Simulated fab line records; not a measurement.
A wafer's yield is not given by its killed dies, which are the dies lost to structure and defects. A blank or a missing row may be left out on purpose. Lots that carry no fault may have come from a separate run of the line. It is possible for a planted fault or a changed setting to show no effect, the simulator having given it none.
Comparing a struck lot with a sound one || flow sky130 || 14 steps out of a route of 708
Sound: these wafers, L783.1, L783.2, L783.3. Struck: wafers L781.1, L781.2, L781.3. The cause comes at the end.
At each step with rows: each side's tool, then ch and its chambers, then its first start. Under that, the readings that differ: sound wafers || struck wafers || difference of the means || sigmas: that difference in standard deviations of wafers without a fault.
alike: readings with means less than 2 such deviations apart, plus words and numbers identical on both sides. not compared: withheld readings, readings lacking a value on some wafer, bounds such as >300 that could conceal the same value, and numbers that have no deviation in the record and whose values overlap.
A row with sigmas, a row that says differs or no value, or rows on one side alone: a step with any of these is where the two part. Non-overlapping numbers with no deviation appear without sigmas and do not part them. A reading that every wafer of one side lacks parts them only if that side has two wafers or more.

SKY_METAL3_SPUTTER_02: material AlCu, target thk 735 nm, time 39.1 s.
  sound on pvd sputter-03 at day 41 23:38; struck on pvd sputter-02 at day 41 22:34
  alike: cathode dc power W, throttle valve pct
SKY_METAL3_SPUTTER_03: material Ti, target thk 5 nm, time 3.3 s.
  sound on pvd sputter-03 at day 41 23:41; struck on pvd sputter-02 at day 41 22:37
  alike: cathode dc power W, throttle valve pct
SKY_METAL3_SPUTTER_04: material TiN, target thk 70 nm, time 58.3 s.
  sound on pvd sputter-03 at day 41 23:42; struck on pvd sputter-02 at day 41 22:37
  alike: cathode dc power W, throttle valve pct
SKY_CAPM_CVD_00: deposits SiO2, target thk 15.5 nm.
  sound on pecvd-04 ch 0,1,2, day 41 23:45; struck on pecvd-03 ch 0,1,2, day 41 22:40
  alike: heater power w
SKY_CAPM_THK_MEAS_01:
  sound on film metro-03 at day 41 23:46; struck on film metro-03 at day 41 22:42
{"reading": "CAPM_CVD_00_THK (nm)", "sound": "15.80 15.74 15.62", "struck": "15.22 15.23 15.18", "difference": -0.51, "sigmas": -2}
SKY_CAPM_SPUTTER_02: material TiN, target thk 200 nm, time 166.7 s.
  sound on pvd sputter-01 at day 41 23:50; struck on pvd sputter-04 at day 41 22:46
  alike: cathode dc power W, throttle valve pct
SKY_CAPM_RS_MEAS_03: a four-point-probe measurement.
  sound on film metro-04 at day 41 23:56; struck on film metro-03 at day 41 22:52
  alike: CAPM_TIN_RS
SKY_CAPM_THK_MEAS_04: measures by xrf.
  sound on film metro-04 at day 42 00:04; struck on film metro-03 at day 41 22:59
  alike: CAPM_TIN_THK
then, 4 steps without rows for these wafers: SKY_CAPM_DEHYDRATE_05 (time 60 s); SKY_CAPM_HMDS_06 (prime time 60 s); SKY_CAPM_COAT_07 (resist thk 1140 nm); SKY_CAPM_SOFTBAKE_08 (time 60 s).
SKY_CAPM_EXPOSE_09: exposes mask CAPM, target cd 1000 nm.
  sound on iline stepper-01 ch 0, day 42 11:51; struck on iline stepper-01, day 42 10:21
  no value came back on the struck wafers for exposure dose mJ cm2, focus offset nm (nm), na; on the sound wafers exposure dose mJ cm2 reads 158.80 158.91 158.93
  alike: mask
following that, these wafers have no rows for 1 step: SKY_CAPM_PEB_10.

## WHERE THEY PART
Earliest at SKY_CAPM_THK_MEAS_01; latest, in this record, at SKY_CAPM_EXPOSE_09.

WHY: what had been put in by the simulator
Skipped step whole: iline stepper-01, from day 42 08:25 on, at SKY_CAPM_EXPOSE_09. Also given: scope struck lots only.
